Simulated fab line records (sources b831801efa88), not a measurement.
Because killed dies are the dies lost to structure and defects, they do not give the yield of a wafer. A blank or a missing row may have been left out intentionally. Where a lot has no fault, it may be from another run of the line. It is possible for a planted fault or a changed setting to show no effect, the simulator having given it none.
Matching of chambers || flow gf180mcu || cmp-02 running GF_V3_CMP_26: 4 sister chambers
The step polishes, stops on SiO2, t overpolish 15 s, target thk 0 nm. 14 wafers are shown with their chamber, then 7 later ones without.

## EACH WAFER AND ITS CHAMBER
{"wafer": "L177.1", "chamber": 2, "motorCurrentA (A)": 11.8, "timeToEndpointS (s)": 91, "overpolishRunS (s)": 15.005}
{"wafer": "L177.2", "chamber": 1, "motorCurrentA (A)": 12.3, "timeToEndpointS (s)": 88, "overpolishRunS (s)": 15.001}
{"wafer": "L177.5", "chamber": 0, "motorCurrentA (A)": 8.8, "timeToEndpointS (s)": 88, "overpolishRunS (s)": 14.993}
{"wafer": "L180.1", "chamber": 3, "motorCurrentA (A)": 9.6, "timeToEndpointS (s)": 78, "overpolishRunS (s)": 14.988}
{"wafer": "L180.2", "chamber": 2, "motorCurrentA (A)": 11.7, "timeToEndpointS (s)": 92, "overpolishRunS (s)": 14.995}
{"wafer": "L180.6", "chamber": 3, "motorCurrentA (A)": 9.9, "timeToEndpointS (s)": 79, "overpolishRunS (s)": 15.001}
{"wafer": "L183.2", "chamber": 0, "motorCurrentA (A)": 8.5, "timeToEndpointS (s)": 83, "overpolishRunS (s)": 15.001}
{"wafer": "L183.3", "chamber": 3, "motorCurrentA (A)": 10.0, "timeToEndpointS (s)": 79, "overpolishRunS (s)": 15.016}
{"wafer": "L183.5", "chamber": 0, "motorCurrentA (A)": 8.2, "timeToEndpointS (s)": 84, "overpolishRunS (s)": 15.000}
{"wafer": "L193.2", "chamber": 3, "motorCurrentA (A)": 8.7, "timeToEndpointS (s)": 78, "overpolishRunS (s)": 15.009}
{"wafer": "L193.3", "chamber": 2, "motorCurrentA (A)": 11.9, "timeToEndpointS (s)": 88, "overpolishRunS (s)": 14.996}
{"wafer": "L193.4", "chamber": 1, "motorCurrentA (A)": 11.7, "timeToEndpointS (s)": 83, "overpolishRunS (s)": 14.998}
{"wafer": "L195.2", "chamber": 1, "motorCurrentA (A)": 13.2, "timeToEndpointS (s)": 80, "overpolishRunS (s)": 14.992}
{"wafer": "L195.5", "chamber": 2, "motorCurrentA (A)": 11.7, "timeToEndpointS (s)": 87, "overpolishRunS (s)": 14.993}

SIGNATURES (averages over the wafers above)
{"reading": "motorCurrentA", "chamber 0": 8.500, "chamber 1": 12.400, "chamber 2": 11.775, "chamber 3": 9.550, "scatter within a chamber": 0.49}
{"reading": "timeToEndpointS", "chamber 0": 85.00, "chamber 1": 83.67, "chamber 2": 89.50, "chamber 3": 78.50, "scatter within a chamber": 2.54}
{"reading": "overpolishRunS", "chamber 0": 14.99800, "chamber 1": 14.99700, "chamber 2": 14.99725, "chamber 3": 15.00350, "scatter within a chamber": 0.00773}
Rule: for a wafer and a chamber, the distance is found by dividing, reading by reading, the gap between the wafer's reading and the chamber's mean by the reading's scatter, squaring, summing and taking the root. If the next closest chamber is less than 2 further off than the closest, the wafer can't be placed; otherwise it belongs to the closest. The scatter: take each reading less its chamber's mean, square it, sum over the shown wafers, divide by the number of wafers less the number of chambers, and take the root.

## WAFERS MISSING THEIR CHAMBER
{"wafer": "L195.6", "motorCurrentA (A)": 9.4, "timeToEndpointS (s)": 77, "overpolishRunS (s)": 15.016}
{"wafer": "L198.2", "motorCurrentA (A)": 9.6, "timeToEndpointS (s)": 79, "overpolishRunS (s)": 15.010}
{"wafer": "L198.4", "motorCurrentA (A)": 12.3, "timeToEndpointS (s)": 82, "overpolishRunS (s)": 14.987}
{"wafer": "L198.5", "motorCurrentA (A)": 12.1, "timeToEndpointS (s)": 87, "overpolishRunS (s)": 15.003}
{"wafer": "L200.1", "motorCurrentA (A)": 8.4, "timeToEndpointS (s)": 89, "overpolishRunS (s)": 15.011}
{"wafer": "L200.4", "motorCurrentA (A)": 11.8, "timeToEndpointS (s)": 89, "overpolishRunS (s)": 15.007}
{"wafer": "L200.6", "motorCurrentA (A)": 8.4, "timeToEndpointS (s)": 87, "overpolishRunS (s)": 15.000}

## CHAMBER TAKEN BY EACH
{"wafer": "L195.6", "from the rows above": 3, "in truth": 3}
{"wafer": "L198.2", "from the rows above": 3, "in truth": 3}
{"wafer": "L198.4", "from the rows above": "can't be placed: 1 or 2", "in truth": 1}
{"wafer": "L198.5", "from the rows above": "can't be placed: 2 or 1", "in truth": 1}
{"wafer": "L200.1", "from the rows above": 0, "in truth": 0}
{"wafer": "L200.4", "from the rows above": "can't be placed: 2 or 1", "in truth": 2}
{"wafer": "L200.6", "from the rows above": 0, "in truth": 0}
Correctly placed: 4 of 7. These rows do not allow placing 3 (true chamber among the candidates in 3). 0 placed wrongly.
